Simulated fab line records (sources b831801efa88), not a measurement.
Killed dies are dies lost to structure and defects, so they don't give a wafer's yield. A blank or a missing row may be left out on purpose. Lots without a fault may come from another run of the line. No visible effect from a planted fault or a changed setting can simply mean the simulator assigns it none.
Which of the tools did it?    flow gf180mcu    39 wafers from 13 lots sampled at 4 of the route's 602 steps

WHAT THE GAUGES READ, wafer by wafer
GF_V4_CD_MEAS_14: target cd 260 nm.
lot   measured      on         cd_nm (nm)
L832  day 24 13:32  cd_sem-02  261.2 261.2 261.5
L834  day 25 02:21  cd_sem-01  257.1 256.6 257.0
L835  day 25 11:30  cd_sem-01  258.1 259.8 259.3
L836  day 25 21:50  cd_sem-02  261.3 260.3 261.3
L837  day 26 07:10  cd_sem-02  261.3 262.5 260.6
L841  day 27 10:06  cd_sem-01  260.1 259.0 260.1
L843  day 28 00:57  cd_sem-02  259.2 259.6 259.7
L848  day 29 18:21  cd_sem-02  259.3 260.3 258.5
L850  day 30 02:19  cd_sem-01  259.5 259.1 258.6
L851  day 30 10:40  cd_sem-02  258.9 260.2 260.0
L853  day 30 20:38  cd_sem-01  260.1 259.9 259.9
L854  day 31 04:43  cd_sem-01  260.5 261.8 260.4
L855  day 31 07:26  cd_sem-02  259.4 262.0 261.4

WHICH TOOL RAN EACH LOT (tool, then ch and the chambers of the sampled wafers, then the start)
lot   GF_M3_SPUTTER_04              GF_M4_SPUTTER_03              GF_V4_CVD_02
L832  pvd_sputter-01, day 20 13:19  pvd_sputter-04, day 22 15:24  pecvd-02 ch 0,1,2, day 23 14:59
L834  pvd_sputter-04, day 21 03:32  pvd_sputter-03, day 23 04:31  pecvd-01 ch 0,1,2, day 24 03:51
L835  pvd_sputter-02, day 21 13:19  pvd_sputter-02, day 23 14:55  pecvd-02 ch 1,2, day 24 14:04
L836  pvd_sputter-01, day 22 01:05  pvd_sputter-03, day 24 01:49  pecvd-01 ch 0,1,2, day 25 00:30
L837  pvd_sputter-02, day 22 10:47  pvd_sputter-03, day 24 11:13  pecvd-01 ch 1,2, day 25 09:42
L841  pvd_sputter-04, day 23 16:04  pvd_sputter-02, day 25 15:01  pecvd-01 ch 1,2, day 26 13:14
L843  pvd_sputter-02, day 24 07:41  pvd_sputter-03, day 26 06:07  pecvd-04 ch 0,1,2, day 27 03:56
L848  pvd_sputter-04, day 26 05:45  pvd_sputter-02, day 28 01:46  pecvd-04 ch 0,1,2, day 28 21:39
L850  pvd_sputter-01, day 26 14:17  pvd_sputter-02, day 28 10:29  pecvd-01 ch 0,1,2, day 29 06:44
L851  pvd_sputter-02, day 26 23:46  pvd_sputter-04, day 28 18:55  pecvd-02 ch 0,1,2, day 29 15:31
L853  pvd_sputter-01, day 27 13:29  pvd_sputter-03, day 29 07:08  pecvd-02 ch 0,1,2, day 30 02:46
L854  pvd_sputter-01, day 27 22:02  pvd_sputter-04, day 29 15:13  pecvd-01 ch 0,1,2, day 30 10:30
L855  pvd_sputter-02, day 28 00:03  pvd_sputter-02, day 29 17:29  pecvd-01 ch 0,1,2, day 30 12:52
- GF_M3_SPUTTER_04: material TiN, target thk 50 nm, time 41.7 s.
- GF_M4_SPUTTER_03: material Ti, target thk 10 nm, time 6.7 s.
- GF_V4_CVD_02: deposits SiO2 from TEOS, target thk 850 nm, time 94.851 s.

WHAT THE TOOLS THEMSELVES READ (means of the sampled wafers that have a number; where no wafer has one, the mark that the record gives instead)
GF_M3_SPUTTER_04.
lot   tool            throttle_valve_pct (%)
L832  pvd_sputter-01  30.1
L834  pvd_sputter-04  29.3
L835  pvd_sputter-02  30.4
L836  pvd_sputter-01  30.5
L837  pvd_sputter-02  30.0
L841  pvd_sputter-04  29.6
L843  pvd_sputter-02  30.3
L848  pvd_sputter-04  30.2
L850  pvd_sputter-01  30.8
L851  pvd_sputter-02  30.8
L853  pvd_sputter-01  30.4
L854  pvd_sputter-01  31.0
L855  pvd_sputter-02  30.1

GF_M4_SPUTTER_03.
lot   tool            throttle_valve_pct (%)
L832  pvd_sputter-04  29.2
L834  pvd_sputter-03  29.9
L835  pvd_sputter-02  30.4
L836  pvd_sputter-03  29.9
L837  pvd_sputter-03  30.1
L841  pvd_sputter-02  30.6
L843  pvd_sputter-03  30.0
L848  pvd_sputter-02  30.6
L850  pvd_sputter-02  30.7
L851  pvd_sputter-04  30.5
L853  pvd_sputter-03  30.2
L854  pvd_sputter-04  30.4
L855  pvd_sputter-02  30.4

GF_V4_CVD_02.
lot   tool      heater_power_w (W)
L832  pecvd-02  657
L834  pecvd-01  610
L835  pecvd-02  698
L836  pecvd-01  645
L837  pecvd-01  736
L841  pecvd-01  657
L843  pecvd-04  722
L848  pecvd-04  754
L850  pecvd-01  602
L851  pecvd-02  619
L853  pecvd-02  640
L854  pecvd-01  677
L855  pecvd-01  682

THE ANSWER, worked out from the rows above alone
Rule: the usual values come from the lots themselves. The widest of any qualifying gaps counts: lots, ordered by their means at a reading, are off when they make up no more than a third of the lots, leave a main group of 4 or more, and stand apart from it by 3 or more times the standard deviation of that group's means. A main group whose means are all the same, to the digits that the tables above print for the reading, isn't used. Also off: a lot with no number at a reading for which 4 or more lots have one. All remaining lots with rows at the step are treated as sound. After the gauges, taken in route order, come the tools' own readings; for these a lot's mean is taken, as printed above. The first step at which some lot is off is used, and at that step the reading that is off furthest; a lot without a number counts as furthest.
Nothing can be told from this: no lot is off at any reading shown.

WHAT THE SIMULATOR PUT IN
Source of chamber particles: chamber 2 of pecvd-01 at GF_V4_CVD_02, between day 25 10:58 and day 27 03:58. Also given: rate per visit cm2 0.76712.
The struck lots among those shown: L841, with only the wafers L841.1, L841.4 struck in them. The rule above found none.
